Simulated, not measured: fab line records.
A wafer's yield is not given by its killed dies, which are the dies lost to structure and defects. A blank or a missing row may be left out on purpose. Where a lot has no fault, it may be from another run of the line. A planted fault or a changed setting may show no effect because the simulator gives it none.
Which of the tools did it? -- flow gf180mcu -- 11 lots, 33 wafers sampled, at 6 steps of a route of 602

== WHAT THE GAUGES READ, wafer by wafer ==
GF_CONTACT_THK_MEAS_26: measures by xrf. Usual: CONTACT_W_THK 307 nm, standard deviation 4.7.
lot,measured,on,CONTACT_W_THK (nm),flag
L382,day 16 06:29,film-metro-01,306 301 308,
L384,day 17 01:02,film-metro-02,309 313 308,
L385,day 17 10:07,film-metro-02,314 315 319,
L389,day 18 18:55,film-metro-01,302 302 304,
L390,day 19 14:08,film-metro-04,303 304 306,
L392,day 20 08:02,film-metro-04,305 310 304,
L398,day 22 21:24,film-metro-04,311 314 315,
L399,day 23 02:00,film-metro-01,307 304 308,
L400,day 23 11:04,film-metro-04,306 305 312,
L403,day 24 04:17,film-metro-04,306 305 306,
L404,day 24 08:34,film-metro-01,304 304 307,

GF_M1_RS_MEAS_05: measurement is done with a four-point probe. Usual: M1_ALCU_RS 0.0692 ohm/sq, standard deviation 0.00067.
lot,measured,on,M1_ALCU_RS (ohm/sq),flag
L382,day 16 07:06,film-metro-04,0.0693 0.0690 0.0686,
L384,day 17 01:37,film-metro-03,0.0697 0.0702 0.0699,
L385,day 17 10:43,film-metro-03,0.0687 0.0686 0.0685,
L389,day 18 19:30,film-metro-03,0.0679 0.0675 0.0683,
L390,day 19 14:43,film-metro-03,0.0681 0.0685 0.0681,
L392,day 20 08:55,film-metro-04,0.0689 0.0688 0.0686,
L398,day 22 21:59,film-metro-03,7.1260 7.1619 7.0971,OFF
L399,day 23 02:35,film-metro-01,7.1408 7.1494 7.1279,OFF
L400,day 23 11:40,film-metro-04,7.1144 7.1070 7.0755,OFF
L403,day 24 04:52,film-metro-01,0.0693 0.0693 0.0692,
L404,day 24 09:09,film-metro-03,0.0687 0.0675 0.0684,

GF_M1_THK_MEAS_06: measures by xrf. Usual: M1_ALCU_THK 452 nm, standard deviation 5.2.
lot,measured,on,M1_ALCU_THK (nm),flag
L382,day 16 07:11,film-metro-04,451 455 456,
L384,day 17 01:44,film-metro-03,449 445 447,
L385,day 17 10:49,film-metro-03,456 455 455,
L389,day 18 19:37,film-metro-03,460 464 457,
L390,day 19 14:50,film-metro-03,457 455 458,
L392,day 20 09:01,film-metro-04,456 459 458,
L398,day 22 22:06,film-metro-03,<0 <0 <0,OFF
L399,day 23 02:42,film-metro-01,<0 <0 <0,OFF
L400,day 23 11:46,film-metro-04,<0 <0 <0,OFF
L403,day 24 04:59,film-metro-01,445 448 448,
L404,day 24 09:16,film-metro-03,457 462 460,

== WHICH TOOL RAN EACH LOT (tool, then ch and the chambers of the sampled wafers, then the start) ==
lot,GF_CONTACT_CVD_02,GF_CONTACT_STRIP_18,GF_M1_SPUTTER_02
L382,"pecvd-02 ch 0,1,2, day 15 06:48","plasma-asher-03 ch 0,1, day 16 05:53","pvd-sputter-02, day 16 06:57"
L384,"pecvd-03 ch 1,2, day 16 01:49","plasma-asher-01 ch 0,1, day 17 00:23","pvd-sputter-02, day 17 01:31"
L385,"pecvd-02 ch 0,2, day 16 09:48","plasma-asher-04 ch 0,1, day 17 09:28","pvd-sputter-02, day 17 10:35"
L389,"pecvd-04 ch 0,1, day 17 17:45","plasma-asher-01 ch 0,1, day 18 18:17","pvd-sputter-02, day 18 19:23"
L390,"pecvd-02 ch 1, day 18 12:00","plasma-asher-04 ch 0,1, day 19 13:31","pvd-sputter-01, day 19 14:37"
L392,"pecvd-03 ch 1,2, day 19 06:13","plasma-asher-03 ch 0,1, day 20 07:23","pvd-sputter-02, day 20 08:47"
L398,"pecvd-03 ch 1,2, day 21 20:12","plasma-asher-04 ch 0,1, day 22 20:40","pvd-sputter-03, day 22 21:53"
L399,"pecvd-02 ch 1,2, day 22 01:37","plasma-asher-03 ch 0, day 23 01:10","pvd-sputter-01, day 23 02:29"
L400,"pecvd-02 ch 0,1,2, day 22 10:47","plasma-asher-04 ch 0, day 23 10:26","pvd-sputter-02, day 23 11:33"
L403,"pecvd-02 ch 0,1, day 23 04:26","plasma-asher-04 ch 1, day 24 03:38","pvd-sputter-02, day 24 04:46"
L404,"pecvd-04 ch 0,1,2, day 23 08:31","plasma-asher-04 ch 0,1, day 24 07:56","pvd-sputter-03, day 24 09:04"
- GF_CONTACT_CVD_02: deposits SiO2 from TEOS, target thk 860 nm, time 95.992 s.
- GF_CONTACT_STRIP_18: strips in O2/N2.
- GF_M1_SPUTTER_02: material AlCu, target thk 450 nm, time 23.9 s.

== WHAT THE TOOLS THEMSELVES READ (means of the sampled wafers that have a number; where no wafer has one, the mark that the record gives instead) ==
GF_CONTACT_CVD_02. Usual: heater-power-w reads 695 W (standard deviation 97).
lot,tool,heater-power-w (W),flag
L382,pecvd-02,658,
L384,pecvd-03,790,
L385,pecvd-02,673,
L389,pecvd-04,690,
L390,pecvd-02,704,
L392,pecvd-03,795,
L398,pecvd-03,809,
L399,pecvd-02,636,
L400,pecvd-02,653,
L403,pecvd-02,730,
L404,pecvd-04,729,

GF_CONTACT_STRIP_18. Usual: drypump-motor-current-A 5.4 A, standard deviation 0.66; heater-power-w 342 W, standard deviation 20; oes-product-au 0.581 a.u., standard deviation 0.005.
lot,tool,drypump-motor-current-A (A),heater-power-w (W),oes-product-au (a.u.),flag
L382,plasma-asher-03,5.9,333,0.583,
L384,plasma-asher-01,5.5,335,0.579,
L385,plasma-asher-04,4.9,344,0.577,
L389,plasma-asher-01,5.5,338,0.579,
L390,plasma-asher-04,4.9,345,0.587,
L392,plasma-asher-03,6.0,329,0.572,
L398,plasma-asher-04,4.9,349,0.582,
L399,plasma-asher-03,6.5,320,0.581,
L400,plasma-asher-04,5.0,339,0.584,
L403,plasma-asher-04,4.8,350,0.575,
L404,plasma-asher-04,4.9,350,0.580,

GF_M1_SPUTTER_02. Usual: cathode-dc-power-W 10600 W, standard deviation 1.9; chamber-pressure-pa 0.3999 Pa, standard deviation 0.00078; throttle-valve-pct 30.3 %, standard deviation 1.1.
lot,tool,cathode-dc-power-W (W),chamber-pressure-pa (Pa),throttle-valve-pct (%),flag
L382,pvd-sputter-02,10601,0.4002,30.9,
L384,pvd-sputter-02,10601,0.4002,31.2,
L385,pvd-sputter-02,10599,0.4000,31.0,
L389,pvd-sputter-02,10600,0.4001,31.2,
L390,pvd-sputter-01,10600,0.4001,29.0,
L392,pvd-sputter-02,10601,0.3993,30.6,
L398,pvd-sputter-03,-,-,-,OFF
L399,pvd-sputter-01,-,-,-,OFF
L400,pvd-sputter-02,-,-,-,OFF
L403,pvd-sputter-02,10601,0.4001,31.5,
L404,pvd-sputter-03,10600,0.3998,29.7,

== THE ANSWER, worked out from the rows above alone ==
Rule: lot off if the mean of its wafers having a number is beyond 3 standard deviations from the usual mean. Also off: a lot with no number at a reading for which 4 or more lots have one. All remaining lots with rows at the step are treated as sound. Order of review: gauges by route order, followed by the tools' own readings, for which a lot's mean as printed above is used. At the first step where some lot is off, the reading lying furthest off is the one used; lots without a number count as furthest.
Off: L398, L399, L400, at GF_M1_RS_MEAS_05 (M1_ALCU_RS).
A tool fits if, at a process step before that reading, it ran every lot that is off, and no sound lot after the first of them. The gauges at GF_M1_RS_MEAS_05 aren't tried: what is off there is off at GF_M1_SPUTTER_02 too, on other tools, and a gauge's error can't cause that. Not one of the candidates tried fits.

== WHAT THE SIMULATOR PUT IN ==
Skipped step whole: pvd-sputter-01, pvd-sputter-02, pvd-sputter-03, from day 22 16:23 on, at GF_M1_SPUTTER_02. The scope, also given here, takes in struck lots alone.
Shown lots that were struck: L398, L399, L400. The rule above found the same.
